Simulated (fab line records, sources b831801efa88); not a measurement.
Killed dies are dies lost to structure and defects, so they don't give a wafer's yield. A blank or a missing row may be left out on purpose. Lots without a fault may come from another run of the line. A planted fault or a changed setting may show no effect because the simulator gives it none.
Problem report in the 8D (eight disciplines) form, filled by code | flow gf180mcu | the parts of the form that need people (team, actions taken, sign-off) are left out

1. THE PROBLEM
cd_nm at GF_V5_CD_MEAS_14 reads a mean of 285.9 nm on 6 wafers of 2 lots; wafers without a fault read 260.2 nm with a standard deviation of 1.3. That is +20 standard deviations from the usual mean.
The step: target cd 260 nm.
First seen on wafer L687.4, day 31 06:28, on cd_sem-02. The record holds 42 wafers of 14 lots with a number at this step. Rule for "out", or "out of limits": more than 4 standard deviations from the usual mean. The other wafers with a number count as sound.

2. WHAT IT IS AND WHAT IT IS NOT
question                    | is                     | is not
which readings at this step | cd_nm                  | -
which lots                  | L687, L692             | L675, L676, L677, L679, L680, L681, L683, L685, L686, L694, L696, L697
which wafers of those lots  | all that have a number | -
read on which gauges        | cd_sem-02              | cd_sem-01
when                        | from day 31 06:28      | up to then (27 sound wafers); but 9 sound wafers of L694, L696, L697 came after

3. SUSPECTS, AND WHAT RULES EACH OUT
Counting: a tool at a process step up to the reading stays a suspect if it ran every lot that is out and no sound lot after the first of them.
- the gauge at GF_V5_CD_MEAS_14: ruled out. All the wafers that are out were read on cd_sem-02, but those of them that GF_V5_EXPOSE_11 has rows for are out there too, on other tools.
- krf_scanner-02 at GF_V5_EXPOSE_11 (exposes mask Via5, target cd 260 nm): kept. It ran every lot that is out, first L687 (day 30 21:53), and no sound lot after that; its last sound lot up to then is L683 (day 29 13:37). Its own readings are out on those wafers: exposure_dose_mJ_cm2.
Left after counting: krf_scanner-02 at GF_V5_EXPOSE_11.

4. THE CAUSE (what the simulator had put in)
Process parameter drift: krf_scanner-02, from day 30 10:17 on, at GF_V5_EXPOSE_11. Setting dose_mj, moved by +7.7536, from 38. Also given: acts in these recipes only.
Counting left only this tool.

5. THE CHAIN OF EFFECTS, in route order
Each row: a reading whose mean over the struck wafers that have a number lies more than 3 standard deviations from the usual. Only readings for which the record gives a usual standard deviation are gone through. hours: the time from each lot's start at the first step in this table that gives one to its start at this step, as a median over the lots. sigmas: the change in usual standard deviations.
hours | step             | reading              | usual    | on struck wafers | change | sigmas
0     | GF_V5_EXPOSE_11  | exposure_dose_mJ_cm2 | 37.92    | 44.89            | +6.97  | +99 or more
8     | GF_V5_CD_MEAS_14 | cd_nm                | 260.2 nm | 285.9            | +25.7  | +20
The process steps in it:
- GF_V5_EXPOSE_11: exposes mask Via5, target cd 260 nm.

6. WHAT WOULD HAVE CAUGHT IT SOONER
In this record the first reading out of limits at a measuring or inspecting step was taken at day 31 06:28, 20 hours after the fault began at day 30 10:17.
The tool's own readings at GF_V5_EXPOSE_11 were out on every struck wafer that the step has a row for (exposure_dose_mJ_cm2): an alarm limit on them would have fired on the first of those.
Of the lots that are out (2), L692 began GF_V5_EXPOSE_11 on krf_scanner-02 after day 31 06:28. A hold on the tool at that time would have spared it.
